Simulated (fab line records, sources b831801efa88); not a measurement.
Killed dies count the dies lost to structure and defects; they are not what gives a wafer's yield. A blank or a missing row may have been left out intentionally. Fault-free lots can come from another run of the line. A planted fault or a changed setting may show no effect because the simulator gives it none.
Which tool is to blame? / flow gf180mcu / 24 lots, 72 wafers sampled, at 4 steps of a route of 602

WHAT EACH GAUGE READ, for each wafer
GF_V4_OVL_MEAS_15.
lot=L074; measured=day 24 03:52; on=overlay-01; V4_OVL (nm)=-8 -1 1
lot=L075; measured=day 24 20:08; on=overlay-01; V4_OVL (nm)=-3 -4 1
lot=L076; measured=day 25 01:28; on=overlay-02; V4_OVL (nm)=8 5 5
lot=L077; measured=day 25 11:28; on=overlay-01; V4_OVL (nm)=-5 0 -2
lot=L078; measured=day 25 17:13; on=overlay-02; V4_OVL (nm)=-8 -6 -4
lot=L079; measured=day 26 03:37; on=overlay-01; V4_OVL (nm)=2 1 5
lot=L080; measured=day 26 13:28; on=overlay-01; V4_OVL (nm)=-4 0 2
lot=L081; measured=day 26 19:51; on=overlay-01; V4_OVL (nm)=2 2 2
lot=L082; measured=day 27 02:05; on=overlay-01; V4_OVL (nm)=-4 -7 -11
lot=L083; measured=day 27 10:10; on=overlay-01; V4_OVL (nm)=3 10 -2
lot=L084; measured=day 27 19:08; on=overlay-02; V4_OVL (nm)=3 7 4
lot=L085; measured=day 28 03:16; on=overlay-02; V4_OVL (nm)=5 10 3
lot=L086; measured=day 28 09:28; on=overlay-01; V4_OVL (nm)=-11 -3 -5
lot=L087; measured=day 28 19:53; on=overlay-02; V4_OVL (nm)=11 9 10
lot=L088; measured=day 28 21:22; on=overlay-01; V4_OVL (nm)=0 12 4
lot=L089; measured=day 29 09:16; on=overlay-01; V4_OVL (nm)=1 -6 -10
lot=L090; measured=day 29 13:28; on=overlay-02; V4_OVL (nm)=2 6 5
lot=L091; measured=day 29 23:47; on=overlay-02; V4_OVL (nm)=1 -4 0
lot=L092; measured=day 30 03:31; on=overlay-01; V4_OVL (nm)=1 -7 6
lot=L093; measured=day 30 10:28; on=overlay-02; V4_OVL (nm)=0 -2 -1
lot=L094; measured=day 30 16:46; on=overlay-01; V4_OVL (nm)=12 5 -1
lot=L095; measured=day 30 20:19; on=overlay-01; V4_OVL (nm)=-1 2 4
lot=L096; measured=day 31 01:40; on=overlay-02; V4_OVL (nm)=0 -2 -2
lot=L097; measured=day 31 10:04; on=overlay-01; V4_OVL (nm)=-5 -6 2

TOOL THAT RAN EACH LOT (tool first, then ch and the chambers of the sampled wafers, then the start)
lot=L074; GF_STI_ETCH_14=rieSi-01 ch 2,3, day 2 00:57; GF_V3_SPUTTER_22=pvdSputter-03, day 22 04:14; GF_V4_CMP_04=cmp-02 ch 2,3, day 23 05:17
lot=L075; GF_STI_ETCH_14=rieSi-02 ch 0,2,3, day 2 06:43; GF_V3_SPUTTER_22=pvdSputter-03, day 22 20:11; GF_V4_CMP_04=cmp-01 ch 1,2,3, day 23 21:17
lot=L076; GF_STI_ETCH_14=rieSi-02 ch 0,3, day 2 12:19; GF_V3_SPUTTER_22=pvdSputter-03, day 23 02:41; GF_V4_CMP_04=cmp-01 ch 0,3, day 24 03:19
lot=L077; GF_STI_ETCH_14=rieSi-02 ch 0,2,3, day 2 16:34; GF_V3_SPUTTER_22=pvdSputter-02, day 23 12:29; GF_V4_CMP_04=cmp-01 ch 1,2,3, day 24 13:14
lot=L078; GF_STI_ETCH_14=rieSi-02 ch 0,2,3, day 2 22:15; GF_V3_SPUTTER_22=pvdSputter-03, day 23 18:55; GF_V4_CMP_04=cmp-01 ch 0,1,3, day 24 19:04
lot=L079; GF_STI_ETCH_14=rieSi-01 ch 0,2, day 3 04:13; GF_V3_SPUTTER_22=pvdSputter-03, day 24 06:21; GF_V4_CMP_04=cmp-02 ch 2,3, day 25 06:27
lot=L080; GF_STI_ETCH_14=rieSi-01 ch 1,2,3, day 3 07:45; GF_V3_SPUTTER_22=pvdSputter-03, day 24 16:08; GF_V4_CMP_04=cmp-01 ch 0,1, day 25 15:43
lot=L081; GF_STI_ETCH_14=rieSi-01 ch 1,3, day 3 13:40; GF_V3_SPUTTER_22=pvdSputter-03, day 24 22:55; GF_V4_CMP_04=cmp-01 ch 1,3, day 25 22:30
lot=L082; GF_STI_ETCH_14=rieSi-01 ch 0,1,2, day 3 19:37; GF_V3_SPUTTER_22=pvdSputter-02, day 25 06:11; GF_V4_CMP_04=cmp-02 ch 0,1,3, day 26 06:10
lot=L083; GF_STI_ETCH_14=rieSi-02 ch 2,3, day 3 23:43; GF_V3_SPUTTER_22=pvdSputter-03, day 25 14:40; GF_V4_CMP_04=cmp-01 ch 0,2,3, day 26 13:00
lot=L084; GF_STI_ETCH_14=rieSi-01 ch 1,3, day 4 04:40; GF_V3_SPUTTER_22=pvdSputter-02, day 25 23:23; GF_V4_CMP_04=cmp-02 ch 2,3, day 26 22:23
lot=L085; GF_STI_ETCH_14=rieSi-02 ch 0,1,3, day 4 11:52; GF_V3_SPUTTER_22=pvdSputter-03, day 26 09:02; GF_V4_CMP_04=cmp-01 ch 0,2,3, day 27 07:22
lot=L086; GF_STI_ETCH_14=rieSi-01 ch 2,3, day 4 15:00; GF_V3_SPUTTER_22=pvdSputter-02, day 26 15:44; GF_V4_CMP_04=cmp-02 ch 0,1,2, day 27 13:05
lot=L087; GF_STI_ETCH_14=rieSi-01 ch 0,1,3, day 4 20:31; GF_V3_SPUTTER_22=pvdSputter-02, day 27 02:02; GF_V4_CMP_04=cmp-02 ch 0,1,3, day 28 00:32
lot=L088; GF_STI_ETCH_14=rieSi-01 ch 1,2, day 5 01:25; GF_V3_SPUTTER_22=pvdSputter-03, day 27 03:16; GF_V4_CMP_04=cmp-02 ch 0,1,2, day 28 01:38
lot=L089; GF_STI_ETCH_14=rieSi-02 ch 0,1,2, day 5 07:06; GF_V3_SPUTTER_22=pvdSputter-04, day 27 16:00; GF_V4_CMP_04=cmp-01 ch 0,2,3, day 28 13:24
lot=L090; GF_STI_ETCH_14=rieSi-02 ch 0,2,3, day 5 11:42; GF_V3_SPUTTER_22=pvdSputter-02, day 27 20:56; GF_V4_CMP_04=cmp-02 ch 0,3, day 28 18:20
lot=L091; GF_STI_ETCH_14=rieSi-02 ch 1,3, day 5 19:10; GF_V3_SPUTTER_22=pvdSputter-02, day 28 07:17; GF_V4_CMP_04=cmp-02 ch 0,2,3, day 29 05:02
lot=L092; GF_STI_ETCH_14=rieSi-02 ch 1,2,3, day 5 23:22; GF_V3_SPUTTER_22=pvdSputter-04, day 28 11:26; GF_V4_CMP_04=cmp-01 ch 0,1,3, day 29 08:11
lot=L093; GF_STI_ETCH_14=rieSi-01 ch 0,1, day 6 02:55; GF_V3_SPUTTER_22=pvdSputter-03, day 28 18:39; GF_V4_CMP_04=cmp-01 ch 1,2, day 29 15:34
lot=L094; GF_STI_ETCH_14=rieSi-02 ch 2,3, day 6 09:04; GF_V3_SPUTTER_22=pvdSputter-03, day 29 00:48; GF_V4_CMP_04=cmp-01 ch 0,1,3, day 29 22:29
lot=L095; GF_STI_ETCH_14=rieSi-02 ch 0,2, day 6 13:10; GF_V3_SPUTTER_22=pvdSputter-03, day 29 05:25; GF_V4_CMP_04=cmp-02 ch 0,1,2, day 30 01:58
lot=L096; GF_STI_ETCH_14=rieSi-02 ch 0,2,3, day 6 18:49; GF_V3_SPUTTER_22=pvdSputter-04, day 29 10:25; GF_V4_CMP_04=cmp-02 ch 1,2,3, day 30 07:33
lot=L097; GF_STI_ETCH_14=rieSi-02 ch 0,3, day 7 01:10; GF_V3_SPUTTER_22=pvdSputter-04, day 29 19:35; GF_V4_CMP_04=cmp-01 ch 0,2,3, day 30 16:20
- GF_STI_ETCH_14: etches Si in HBr/Cl2/O2, target depth 360 nm, time 102.9 s.
- GF_V3_SPUTTER_22: material TiN, target thk 10 nm, time 40 s.
- GF_V4_CMP_04: polishes SiO2.

AS READ BY THE TOOLS THEMSELVES (means over the sampled wafers that have a number; for cases with no such wafer, the mark the record gives instead)
GF_STI_ETCH_14.
lot=L074; tool=rieSi-01; HBr_flow_sccm (sccm)=150.2; drypumpMotorCurrentA (A)=5.82; oesProductAu (a.u.)=1.000; throttleValvePct (%)=25.653
lot=L075; tool=rieSi-02; HBr_flow_sccm (sccm)=150.4; drypumpMotorCurrentA (A)=5.88; oesProductAu (a.u.)=0.994; throttleValvePct (%)=25.665
lot=L076; tool=rieSi-02; HBr_flow_sccm (sccm)=149.9; drypumpMotorCurrentA (A)=6.01; oesProductAu (a.u.)=0.995; throttleValvePct (%)=25.655
lot=L077; tool=rieSi-02; HBr_flow_sccm (sccm)=149.8; drypumpMotorCurrentA (A)=5.87; oesProductAu (a.u.)=0.995; throttleValvePct (%)=25.656
lot=L078; tool=rieSi-02; HBr_flow_sccm (sccm)=149.6; drypumpMotorCurrentA (A)=5.88; oesProductAu (a.u.)=0.987; throttleValvePct (%)=25.664
lot=L079; tool=rieSi-01; HBr_flow_sccm (sccm)=149.6; drypumpMotorCurrentA (A)=5.44; oesProductAu (a.u.)=1.011; throttleValvePct (%)=25.646
lot=L080; tool=rieSi-01; HBr_flow_sccm (sccm)=149.7; drypumpMotorCurrentA (A)=5.80; oesProductAu (a.u.)=0.988; throttleValvePct (%)=25.649
lot=L081; tool=rieSi-01; HBr_flow_sccm (sccm)=150.3; drypumpMotorCurrentA (A)=5.73; oesProductAu (a.u.)=1.005; throttleValvePct (%)=25.646
lot=L082; tool=rieSi-01; HBr_flow_sccm (sccm)=149.8; drypumpMotorCurrentA (A)=5.62; oesProductAu (a.u.)=1.005; throttleValvePct (%)=25.649
lot=L083; tool=rieSi-02; HBr_flow_sccm (sccm)=149.9; drypumpMotorCurrentA (A)=5.81; oesProductAu (a.u.)=0.992; throttleValvePct (%)=25.657
lot=L084; tool=rieSi-01; HBr_flow_sccm (sccm)=150.2; drypumpMotorCurrentA (A)=5.72; oesProductAu (a.u.)=1.006; throttleValvePct (%)=25.655
lot=L085; tool=rieSi-02; HBr_flow_sccm (sccm)=149.9; drypumpMotorCurrentA (A)=5.93; oesProductAu (a.u.)=0.989; throttleValvePct (%)=25.671
lot=L086; tool=rieSi-01; HBr_flow_sccm (sccm)=150.2; drypumpMotorCurrentA (A)=5.80; oesProductAu (a.u.)=1.001; throttleValvePct (%)=25.652
lot=L087; tool=rieSi-01; HBr_flow_sccm (sccm)=150.2; drypumpMotorCurrentA (A)=5.54; oesProductAu (a.u.)=1.006; throttleValvePct (%)=25.651
lot=L088; tool=rieSi-01; HBr_flow_sccm (sccm)=150.3; drypumpMotorCurrentA (A)=5.86; oesProductAu (a.u.)=0.989; throttleValvePct (%)=25.662
lot=L089; tool=rieSi-02; HBr_flow_sccm (sccm)=149.8; drypumpMotorCurrentA (A)=5.83; oesProductAu (a.u.)=0.999; throttleValvePct (%)=25.651
lot=L090; tool=rieSi-02; HBr_flow_sccm (sccm)=149.3; drypumpMotorCurrentA (A)=5.89; oesProductAu (a.u.)=0.992; throttleValvePct (%)=25.667
lot=L091; tool=rieSi-02; HBr_flow_sccm (sccm)=149.9; drypumpMotorCurrentA (A)=5.85; oesProductAu (a.u.)=0.996; throttleValvePct (%)=25.658
lot=L092; tool=rieSi-02; HBr_flow_sccm (sccm)=149.6; drypumpMotorCurrentA (A)=5.75; oesProductAu (a.u.)=0.997; throttleValvePct (%)=25.653
lot=L093; tool=rieSi-01; HBr_flow_sccm (sccm)=149.8; drypumpMotorCurrentA (A)=5.34; oesProductAu (a.u.)=1.002; throttleValvePct (%)=25.661
lot=L094; tool=rieSi-02; HBr_flow_sccm (sccm)=150.3; drypumpMotorCurrentA (A)=5.81; oesProductAu (a.u.)=0.990; throttleValvePct (%)=25.659
lot=L095; tool=rieSi-02; HBr_flow_sccm (sccm)=149.7; drypumpMotorCurrentA (A)=5.75; oesProductAu (a.u.)=0.999; throttleValvePct (%)=25.659
lot=L096; tool=rieSi-02; HBr_flow_sccm (sccm)=150.0; drypumpMotorCurrentA (A)=5.89; oesProductAu (a.u.)=0.991; throttleValvePct (%)=25.665
lot=L097; tool=rieSi-02; HBr_flow_sccm (sccm)=150.0; drypumpMotorCurrentA (A)=5.98; oesProductAu (a.u.)=0.995; throttleValvePct (%)=25.668

GF_V3_SPUTTER_22.
lot=L074; tool=pvdSputter-03; throttleValvePct (%)=29.7
lot=L075; tool=pvdSputter-03; throttleValvePct (%)=29.4
lot=L076; tool=pvdSputter-03; throttleValvePct (%)=29.3
lot=L077; tool=pvdSputter-02; throttleValvePct (%)=30.5
lot=L078; tool=pvdSputter-03; throttleValvePct (%)=29.1
lot=L079; tool=pvdSputter-03; throttleValvePct (%)=28.3
lot=L080; tool=pvdSputter-03; throttleValvePct (%)=29.6
lot=L081; tool=pvdSputter-03; throttleValvePct (%)=28.8
lot=L082; tool=pvdSputter-02; throttleValvePct (%)=31.2
lot=L083; tool=pvdSputter-03; throttleValvePct (%)=28.7
lot=L084; tool=pvdSputter-02; throttleValvePct (%)=30.5
lot=L085; tool=pvdSputter-03; throttleValvePct (%)=29.3
lot=L086; tool=pvdSputter-02; throttleValvePct (%)=30.9
lot=L087; tool=pvdSputter-02; throttleValvePct (%)=30.6
lot=L088; tool=pvdSputter-03; throttleValvePct (%)=29.4
lot=L089; tool=pvdSputter-04; throttleValvePct (%)=30.2
lot=L090; tool=pvdSputter-02; throttleValvePct (%)=30.9
lot=L091; tool=pvdSputter-02; throttleValvePct (%)=30.4
lot=L092; tool=pvdSputter-04; throttleValvePct (%)=30.4
lot=L093; tool=pvdSputter-03; throttleValvePct (%)=28.7
lot=L094; tool=pvdSputter-03; throttleValvePct (%)=28.6
lot=L095; tool=pvdSputter-03; throttleValvePct (%)=29.2
lot=L096; tool=pvdSputter-04; throttleValvePct (%)=30.9
lot=L097; tool=pvdSputter-04; throttleValvePct (%)=30.7

GF_V4_CMP_04.
lot=L074; tool=cmp-02; motorCurrentA (A)=11.4; timeToEndpointS (s)=86
lot=L075; tool=cmp-01; motorCurrentA (A)=12.6; timeToEndpointS (s)=86
lot=L076; tool=cmp-01; motorCurrentA (A)=11.6; timeToEndpointS (s)=84
lot=L077; tool=cmp-01; motorCurrentA (A)=12.5; timeToEndpointS (s)=80
lot=L078; tool=cmp-01; motorCurrentA (A)=12.2; timeToEndpointS (s)=86
lot=L079; tool=cmp-02; motorCurrentA (A)=11.7; timeToEndpointS (s)=82
lot=L080; tool=cmp-01; motorCurrentA (A)=12.3; timeToEndpointS (s)=84
lot=L081; tool=cmp-01; motorCurrentA (A)=13.3; timeToEndpointS (s)=78
lot=L082; tool=cmp-02; motorCurrentA (A)=12.3; timeToEndpointS (s)=81
lot=L083; tool=cmp-01; motorCurrentA (A)=11.4; timeToEndpointS (s)=80
lot=L084; tool=cmp-02; motorCurrentA (A)=12.3; timeToEndpointS (s)=80
lot=L085; tool=cmp-01; motorCurrentA (A)=11.7; timeToEndpointS (s)=79
lot=L086; tool=cmp-02; motorCurrentA (A)=11.3; timeToEndpointS (s)=81
lot=L087; tool=cmp-02; motorCurrentA (A)=12.0; timeToEndpointS (s)=85
lot=L088; tool=cmp-02; motorCurrentA (A)=11.4; timeToEndpointS (s)=72
lot=L089; tool=cmp-01; motorCurrentA (A)=11.5; timeToEndpointS (s)=79
lot=L090; tool=cmp-02; motorCurrentA (A)=11.0; timeToEndpointS (s)=82
lot=L091; tool=cmp-02; motorCurrentA (A)=11.2; timeToEndpointS (s)=78
lot=L092; tool=cmp-01; motorCurrentA (A)=12.2; timeToEndpointS (s)=85
lot=L093; tool=cmp-01; motorCurrentA (A)=12.2; timeToEndpointS (s)=79
lot=L094; tool=cmp-01; motorCurrentA (A)=12.4; timeToEndpointS (s)=85
lot=L095; tool=cmp-02; motorCurrentA (A)=11.9; timeToEndpointS (s)=79
lot=L096; tool=cmp-02; motorCurrentA (A)=13.0; timeToEndpointS (s)=88
lot=L097; tool=cmp-01; motorCurrentA (A)=11.5; timeToEndpointS (s)=82

THE ANSWER, worked out from the rows above alone
Rule: what is usual is taken from the lots themselves. The widest of any qualifying gaps counts: lots, ordered by their means at a reading, are off when they make up no more than a third of the lots, leave a main group of 4 or more, and stand apart from it by 3 or more times the standard deviation of that group's means. Not used: any main group whose means are identical at the precision the tables above print for the reading. Also off: a lot with no number at a reading for which 4 or more lots have one. Where the step has rows for the other lots, those lots are counted as sound. Order of review: gauges by route order, followed by the tools' own readings, for which a lot's mean as printed above is used. The first step at which some lot is off is used, and at that step the reading that is off furthest; a lot without a number counts as furthest.
None of the lots is off at any reading shown; this tells nothing.

WHAT WAS PUT IN BY THE SIMULATOR
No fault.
